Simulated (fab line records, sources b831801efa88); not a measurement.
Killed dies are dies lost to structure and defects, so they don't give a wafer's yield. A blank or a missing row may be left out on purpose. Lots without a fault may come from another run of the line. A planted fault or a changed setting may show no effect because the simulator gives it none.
Problem report in the 8D (eight disciplines) form, filled by code | flow gf180mcu | the parts of the form that need people (team, actions taken, sign-off) are left out

1. THE PROBLEM
V4_CVD_00_THK at GF_V4_THK_MEAS_01 reads a mean of 512 nm on 6 wafers of 2 lots; wafers without a fault read 599 nm with a standard deviation of 7.3. That is -12 standard deviations from the usual mean.
First seen on wafer L822.3, day 26 22:37, on film_metro-04. The record holds 36 wafers of 12 lots with a number at this step. Rule for "out", or "out of limits": more than 4 standard deviations from the usual mean. The other wafers with a number count as sound.

2. WHAT IT IS AND WHAT IT IS NOT
question                    | is                           | is not
which readings at this step | V4_CVD_00_THK                | -
which lots                  | L822, L825                   | L813, L817, L818, L819, L820, L826, L829, L831, L833, L835
which wafers of those lots  | all that have a number       | -
read on which gauges        | film_metro-02, film_metro-04 | film_metro-01
when                        | from day 26 22:37            | up to then (15 sound wafers); but 15 sound wafers of L826, L829, L831, L833, L835 came after

3. SUSPECTS, AND WHAT RULES EACH OUT
Counting: a tool at a process step up to the reading stays a suspect if it ran every lot that is out and no sound lot after the first of them.
- the gauge at GF_V4_THK_MEAS_01: ruled out. The wafers that are out were read on 2 gauges (film_metro-02, film_metro-04).
- plasma_asher-03 at GF_M4_STRIP_17 (strips in O2/N2): ruled out as a lasting fault. Sound lots L829 ran on it after its first lot that is out, L822 (day 26 22:02).
- hdpcvd-01 at GF_V4_CVD_00 (deposits SiO2, target thk 600 nm, time 100 s): kept. It ran every lot that is out, first L822 (day 26 22:32), and no sound lot after that; its last sound lot up to then is L820 (day 26 10:35). Its own readings are out on those wafers: sih4_flow_sccm.
Left after counting: hdpcvd-01 at GF_V4_CVD_00.

4. THE CAUSE (what the simulator had put in)
Process parameter drift: hdpcvd-01, from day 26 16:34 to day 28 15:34, at GF_V4_CVD_00. Setting sih4_flow_sccm, moved by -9, from 60. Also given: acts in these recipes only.
Counting left only this tool.

5. THE CHAIN OF EFFECTS, in route order
Each row: a reading whose mean over the struck wafers that have a number lies more than 3 standard deviations from the usual. Only readings for which the record gives a usual standard deviation are gone through. hours: the time from each lot's start at the first step in this table that gives one to its start at this step, as a median over the lots. sigmas: the change in usual standard deviations.
hours | step              | reading        | usual      | on struck wafers | change | sigmas
0     | GF_V4_CVD_00      | sih4_flow_sccm | 59.98 sccm | 50.97            | -9.01  | -56
0     | GF_V4_THK_MEAS_01 | V4_CVD_00_THK  | 599 nm     | 512              | -86    | -12
The process steps in it:
- GF_V4_CVD_00: deposits SiO2, target thk 600 nm, time 100 s.

6. WHAT WOULD HAVE CAUGHT IT SOONER
In this record the first reading out of limits at a measuring or inspecting step was taken at day 26 22:37, 6 hours after the fault began at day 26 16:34.
The tool's own readings at GF_V4_CVD_00 were out on every struck wafer that the step has a row for (sih4_flow_sccm): an alarm limit on them would have fired on the first of those.
Of the lots that are out (2), L825 began GF_V4_CVD_00 on hdpcvd-01 after day 26 22:37. A hold on the tool at that time would have spared it.
